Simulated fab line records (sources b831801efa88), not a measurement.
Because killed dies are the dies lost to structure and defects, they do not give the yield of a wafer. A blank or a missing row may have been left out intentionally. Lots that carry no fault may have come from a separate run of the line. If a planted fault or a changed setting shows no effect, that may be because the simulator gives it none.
fab line records -- flow sky130
record: lots: 5, wafers: 15, lastDay: 50
route steps=708 shown METAL1@440 PAD_OPEN@708
lots that met no fault: from a run of the same line without faults
startH: start of the lot's first displayed wafer, in hours after the record's first day -- waitH: how many hours have passed since the lot's step before this one -- " unchanged from the row above -- L1.1+2: a row that stands for several wafers -- - no value present, or no start provided -- * or withheld: withheld -- < > ~ a bound
route shown NAME@n: names a module that has steps shown in the file, with the first one's number in the route -- usual: mean and standard deviation over wafers with no fault -- same: alike in all rows -- chamber/n: place in a boat -- sites: per-site readings -- _std_site: the standard deviation of these -- _edge_site: outer sites' mean less inner sites' -- radiusMm: for every site, how far away it sits from the centre of the wafer -- mask NAME#n: copy n -- behind: the tool/chamber that last shaped the wafer -- hold: why the lot was held/for how many hours/how that ended -- device: transistor that didn't switch, given as n, p or np -- end of line: at the end of the route, the tests of the same wafers -- for a step that has no rows: nothing shown but its recipe -- killed: the dies lost at the first sort to structure and to defects; this is not the yield of the wafer -- map: per-die view of a wafer (x killed, . not killed, _ where there is no die)
set.NAME: the setting the step ran with; set.NAME@STEP: the setting that earlier step ran with -- model.NAME: the simulator's own value behind a step, which no gauge read
lots seen at some steps along the route; tables by step, rows by wafer
services: a tool's chamber out of use, with start hour (startH, from the record's first day; less than 0 if before it), hours out, and reason
== steps ==
step: SKY_METAL1_THK_MEAS_06
recipe: thkMeasGauge: xrf, reads: AlCu_of_METAL1_SPUTTER_02
usual: METAL1_ALCU_THK: 250.3/2.1
lot.wafer,tool,chamber,startH,waitH,METAL1_ALCU_THK[nm]
L347.4,filmMetro-02,-,726.59,0.1,250.2
L347.5,filmMetro-02,-,726.59,0.1,252.1
L347.6,filmMetro-02,-,726.59,0.1,250.5
L352.1,filmMetro-02,-,781.32,0.1,249.5
L352.5,filmMetro-02,-,781.32,0.1,248.0
L352.6,filmMetro-02,-,781.32,0.1,249.2
L353.3,filmMetro-02,-,786.55,0.1,254.6
L353.5,filmMetro-02,-,786.55,0.1,248.3
L353.6,filmMetro-02,-,786.55,0.1,250.8
L368.1,filmMetro-01,-,894.12,0.1,252.3
L368.3,filmMetro-01,-,894.12,0.1,251.5
L368.4,filmMetro-01,-,894.12,0.1,248.9
L367.1,filmMetro-01,-,896.15,0.1,252.7
L367.2,filmMetro-01,-,896.15,0.1,251.6
L367.4,filmMetro-01,-,896.15,0.1,249.6
step: SKY_METAL1_DEHYDRATE_07
recipe: tempC: 200, timeS: 60
step: SKY_METAL1_HMDS_08
recipe: primeTimeS: 60, primeTempC: 120
step: SKY_METAL1_COAT_09
recipe: resist: BARC, tempC: withheld, timeS: withheld, spinRpm: 3000, resistThkNm: 60
step: SKY_METAL1_COAT_10
recipe: resist: KrF-thick, spinRpm: 3000, resistThkNm: 450
step: SKY_METAL1_SOFTBAKE_11
recipe: tempC: 100, timeS: 90, resist: KrF-thick
step: SKY_METAL1_EXPOSE_12
recipe: maskId: MM1, na: 0.8, sourceShape: annular, sigmaInner: 0.55, sigmaOuter: 0.85, targetCdNm: 140, doseMj: 28
step: SKY_METAL1_PEB_13
recipe: pebTempC: withheld, pebTimeS: withheld, resist: KrF-thick
step: SKY_METAL1_DEVELOP_14
recipe: developTimeS: 60, resist: KrF-thick, devTempC: 21
step: SKY_METAL1_CD_MEAS_15
recipe: targetCdNm: 140
usual: cdNm: 139.6/1.4
lot.wafer,tool,chamber,startH,waitH,cdNm
L347.4,cdSem-02,-,754.12,-,140.9
L347.5,cdSem-02,-,754.12,-,139.1
L347.6,cdSem-02,-,754.12,-,141.0
L352.1,cdSem-02,-,808.16,-,140.8
L352.5,cdSem-02,-,808.16,-,139.8
L352.6,cdSem-02,-,808.16,-,141.2
L353.3,cdSem-02,-,812.72,-,138.6
L353.5,cdSem-02,-,812.72,-,139.0
L353.6,cdSem-02,-,812.72,-,137.4
L368.1,cdSem-01,-,918.93,-,139.7
L368.3,cdSem-01,-,918.93,-,139.0
L368.4,cdSem-01,-,918.93,-,139.2
L367.1,cdSem-01,-,920.01,-,140.7
L367.2,cdSem-01,-,920.01,-,140.0
L367.4,cdSem-01,-,920.01,-,139.2
step: SKY_METAL1_OVL_MEAS_16
usual: METAL1_OVL: 0/6.3
lot.wafer,tool,chamber,startH,waitH,METAL1_OVL[nm]
L347.4,overlay-01,-,754.20,0.1,8
L347.5,overlay-01,-,754.20,0.1,10
L347.6,overlay-01,-,754.20,0.1,7
L352.1,overlay-02,-,808.28,0.1,3
L352.5,overlay-02,-,808.28,0.1,9
L352.6,overlay-02,-,808.28,0.1,6
L353.3,overlay-02,-,812.81,0.1,7
L353.5,overlay-02,-,812.81,0.1,1
L353.6,overlay-02,-,812.81,0.1,2
L368.1,overlay-02,-,919.05,0.1,0
L368.3,overlay-02,-,919.05,0.1,6
L368.4,overlay-02,-,919.05,0.1,-1
L367.1,overlay-01,-,920.13,0.1,1
L367.2,overlay-01,-,920.13,0.1,2
L367.4,overlay-01,-,920.13,0.1,6
step: SKY_METAL1_DESCUM_17
recipe: chemistry: O2, sourcePowerW: 150, biasPowerW: 0, pressureMtorr: 10, tempC: 40, timeS: 8
usual: drypumpMotorCurrentA: 5.8/0.54, oesProductAu: 0.998/0.0074
lot.wafer,tool,chamber,startH,waitH,drypumpMotorCurrentA,oesProductAu,rfHoursCounterH
L347.4,rieMetal-04,0,754.22,0.0,5.0,1.001,-
L347.5,rieMetal-04,0,754.22,0.0,4.9,1.000,-
L347.6,rieMetal-04,1,754.22,0.0,5.3,0.998,-
L352.1,rieMetal-03,1,808.31,0.0,6.1,0.991,11
L352.5,rieMetal-03,0,808.31,0.0,6.1,0.997,-
L352.6,rieMetal-03,1,808.31,0.0,6.2,1.001,-
L353.3,rieMetal-03,0,812.84,0.0,6.1,1.008,-
L353.5,rieMetal-03,0,812.84,0.0,6.1,1.003,-
L353.6,rieMetal-03,1,812.84,0.0,6.2,0.997,-
L368.1,rieMetal-01,1,919.08,0.0,6.2,1.010,9
L368.3,rieMetal-01,0,919.08,0.0,6.4,0.987,-
L368.4,rieMetal-01,1,919.08,0.0,6.3,1.001,-
L367.1,rieMetal-01,0,920.16,0.0,6.4,0.991,13
L367.2,rieMetal-01,1,920.16,0.0,6.3,0.980,9
L367.4,rieMetal-01,1,920.16,0.0,6.3,0.994,-
step: SKY_METAL1_ETCH_18
recipe: chemistry: N2/H2, target: BARC, ionEnergyEv: 200, biasW: 100, pressureMtorr: 30, n2FlowSccm: 100, h2FlowSccm: 200, icpW: 500, stopOn: SiO2, timeS: 45.9, targetDepthA: 600
usual: drypumpMotorCurrentA: 5.8/0.53, oesProductAu: 0.855/0.0045, runLengthS: 74.1/0.52, throttleValvePct: 13.225/0.0092
lot.wafer,tool,chamber,startH,waitH,drypumpMotorCurrentA,oesProductAu,rfHoursCounterH,runLengthS,throttleValvePct
L347.4,rieMetal-04,0,754.27,0.0,4.9,0.855,-,74.0,13.216
L347.5,rieMetal-04,0,754.27,0.0,4.9,0.859,-,74.1,13.220
L347.6,rieMetal-04,1,754.27,0.0,5.3,0.854,-,73.5,13.225
L352.1,rieMetal-03,1,808.34,0.0,6.2,0.849,11,74.5,13.219
L352.5,rieMetal-03,0,808.34,0.0,6.1,0.863,-,74.9,13.235
L352.6,rieMetal-03,1,808.34,0.0,6.2,0.857,-,75.0,13.221
L353.3,rieMetal-03,0,812.89,0.0,6.1,0.833,-,75.8,13.209
L353.5,rieMetal-03,0,812.89,0.0,6.1,0.832,-,76.3,13.240
L353.6,rieMetal-03,1,812.89,0.0,6.2,0.854,-,74.4,13.231
L368.1,rieMetal-01,1,919.12,0.0,6.2,0.854,9,74.2,13.227
L368.3,rieMetal-01,0,919.12,0.0,6.4,0.850,-,73.4,13.220
L368.4,rieMetal-01,1,919.12,0.0,6.2,0.848,-,74.2,13.235
L367.1,rieMetal-01,0,920.19,0.0,6.4,0.858,13,73.3,13.213
L367.2,rieMetal-01,1,920.19,0.0,6.2,0.851,9,74.2,13.233
L367.4,rieMetal-01,1,920.19,0.0,6.2,0.852,-,74.4,13.216
step: SKY_METAL1_METAL_ETCH_19
recipe: targetDepthA: 3600, stopOn: SiO2, overEtchFrac: 0.3, timeS: 78, chemistry: Cl2/BCl3, resistSidewallDeg: 88, pressureMtorr: 10, icpW: 900, biasW: 48.5, Cl2_flow_sccm: 60, bcl3FlowSccm: 30
usual: drypumpMotorCurrentA: 5.8/0.53, mfcCl2Sccm: 60.01/0.21, oesProductAu: 0.855/0.0055, runLengthS: 106.2/0.49, throttleValvePct: 22.264/0.0091
lot.wafer,tool,chamber,startH,waitH,drypumpMotorCurrentA,mfcCl2Sccm,oesProductAu,rfHoursCounterH,runLengthS,throttleValvePct
L347.4,rieMetal-04,0,754.34,0.1,4.9,60.02,0.855,-,106.1,22.253
L347.5,rieMetal-04,0,754.34,0.1,4.9,59.59,0.863,-,106.2,22.254
L347.6,rieMetal-04,1,754.34,0.1,5.3,59.86,0.851,-,105.8,22.274
L352.1,rieMetal-03,1,808.41,0.0,6.2,60.24,0.854,11,106.6,22.271
L352.5,rieMetal-03,0,808.41,0.0,6.1,59.73,0.854,-,106.1,22.267
L352.6,rieMetal-03,1,808.41,0.0,6.2,59.89,0.850,-,106.8,22.272
L353.3,rieMetal-03,0,812.96,0.1,6.1,59.98,0.865,-,106.6,22.277
L353.5,rieMetal-03,0,812.96,0.1,6.1,59.72,0.857,-,106.5,22.256
L353.6,rieMetal-03,1,812.96,0.1,6.1,60.06,0.855,-,106.7,22.266
L368.1,rieMetal-01,1,919.18,0.0,6.3,59.78,0.861,9,106.3,22.264
L368.3,rieMetal-01,0,919.18,0.0,6.4,60.04,0.861,-,105.5,22.244
L368.4,rieMetal-01,1,919.18,0.0,6.3,59.91,0.866,-,106.4,22.256
L367.1,rieMetal-01,0,920.26,0.0,6.4,60.09,0.862,13,105.6,22.264
L367.2,rieMetal-01,1,920.26,0.0,6.2,59.75,0.857,9,106.4,22.267
L367.4,rieMetal-01,1,920.26,0.0,6.2,59.81,0.846,-,106.5,22.265
step: SKY_PAD_OPEN_PROBE_99
usual: defectLimitedYield: 82.7/2.1, killed_at_M0_to_M3: 43/7.2, killed_at_M4_up: 3.3/1.8, killedAtContacts: 23/5.5, killedAtFrontEnd: 16/5.1, killedAtOther: 0.4/0.65, killedDies: 85/10, killedOpen: 46/7.1, killedShort: 38/7.2, sort_bin_3_pad_short: 0.9/0.41, sort_bin_5_function: 10.2/1.5, sort_bin_6_memory: 6.2/1.1, sortNPass: 407/10, sortYieldPct: 82.7/2.1
same: grossDies: 492, killedAtBackSide: 0, sort_bin_4_leakage[%]: 0, sort_bin_8_speed[%]: 0
lot.wafer,tool,chamber,startH,waitH,defectLimitedYield[%],killed_at_M0_to_M3,killed_at_M4_up,killedAtContacts,killedAtFrontEnd,killedAtOther,killedDies,killedOpen,killedShort,sort_bin_3_pad_short[%],sort_bin_5_function[%],sort_bin_6_memory[%],sortNPass,sortYieldPct[%]
L347.4,prober-02,-,1068.73,0.2,82.5,31,6,26,23,0,86,53,33,1.0,11.0,5.5,406,82.5
L347.5,prober-02,-,1068.78,0.2,82.3,45,2,25,14,1,87,41,46,0.8,10.8,6.1,405,82.3
L347.6,prober-02,-,1068.83,0.2,81.7,43,4,26,16,1,90,49,40,0.8,10.8,6.7,402,81.7
L367.1,prober-02,-,1189.35,0.1,82.3,47,7,22,10,1,87,41,46,1.4,10.4,5.9,405,82.3
L367.2,prober-02,-,1189.40,0.1,81.9,50,2,21,16,0,89,56,32,0.8,8.9,8.3,403,81.9
L367.4,prober-02,-,1189.50,0.2,84.6,34,2,21,19,0,76,47,27,0.6,9.3,5.5,416,84.6
killed by level:class
L347.4 LI_CONTACT:geometricParticle:open=11 POLY_GATE:geometricParticle:open=8 VIA2:geometricParticle:open=7 CONTACT:geometricParticle:open=6 VIA3:geometricParticle:open=5 FIELD_ISO:geometricParticle:open=4 FIELD_ISO:geometricParticle:short=4 LOCAL_INTERCONNECT:geometricParticle:short=4
L347.5 CONTACT:geometricParticle:open=10 CONTACT:geometricParticle:short=9 METAL1:geometricParticle:short=8 VIA3:geometricParticle:open=8 VIA1:geometricParticle:open=7 FIELD_ISO:geometricParticle:short=5 VIA1:geometricParticle:short=5 VIA3:geometricParticle:short=5
L347.6 VIA1:geometricParticle:open=12 LI_CONTACT:geometricParticle:open=7 CONTACT:geometricParticle:open=7 VIA3:geometricParticle:open=6 METAL1:geometricParticle:short=5 VIA2:geometricParticle:short=5 FIELD_ISO:geometricParticle:open=4 LI_CONTACT:geometricParticle:short=4
L367.1 METAL1:geometricParticle:short=11 CONTACT:geometricParticle:open=10 VIA1:geometricParticle:open=9 VIA3:geometricParticle:open=6 METAL2:geometricParticle:short=6 LOCAL_INTERCONNECT:geometricParticle:short=5 POLY_GATE:geometricParticle:short=4 VIA1:geometricParticle:short=4
L367.2 VIA1:geometricParticle:open=16 CONTACT:geometricParticle:open=8 VIA3:geometricParticle:open=8 VIA2:geometricParticle:open=7 POLY_GATE:geometricParticle:open=5 LI_CONTACT:geometricParticle:open=5 LOCAL_INTERCONNECT:geometricParticle:short=4 METAL1:geometricParticle:short=4
L367.4 VIA1:geometricParticle:open=15 CONTACT:geometricParticle:open=7 LI_CONTACT:geometricParticle:open=6 FIELD_ISO:geometricParticle:open=5 LOCAL_INTERCONNECT:geometricParticle:short=5 VIA2:geometricParticle:open=5 FIELD_ISO:geometricParticle:short=3 SPACER:geometricParticle:open=3
== services ==
tool,chamber,startH,hours,kind
rieMetal-03,1,778.97,1.2,repair
rieMetal-04,-,832.26,0.5,repair
rieMetal-03,0,871.79,5.1,repair
rieMetal-03,-,913.56,28.1,pm
rieMetal-04,0,917.64,-,clean
rieMetal-04,0,917.64,19.2,scheduledDown
rieMetal-04,0,917.64,19.2,ventCycle
== key ==
firstSign: step: SKY_METAL1_ETCH_18, reading: oesProductAu, direction: down, sigmas: 5.1, usual: 0.855, struck: 0.832
effect: step: SKY_METAL1_ETCH_18, reading: runLengthS, direction: up, sigmas: 3.9, usual: *, struck: *
metAt SKY_METAL1_ETCH_18
struckWafers L353.3,L353.5
onsetBetween 808.34 812.89
fault: kind: processParameterDrift, tool: rieMetal-03, chamber: 0, onsetH: 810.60, steps: SKY_METAL1_ETCH_18, channel: timeS, offset: *, shape: step, endH: 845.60, actsIn: *, stated: *
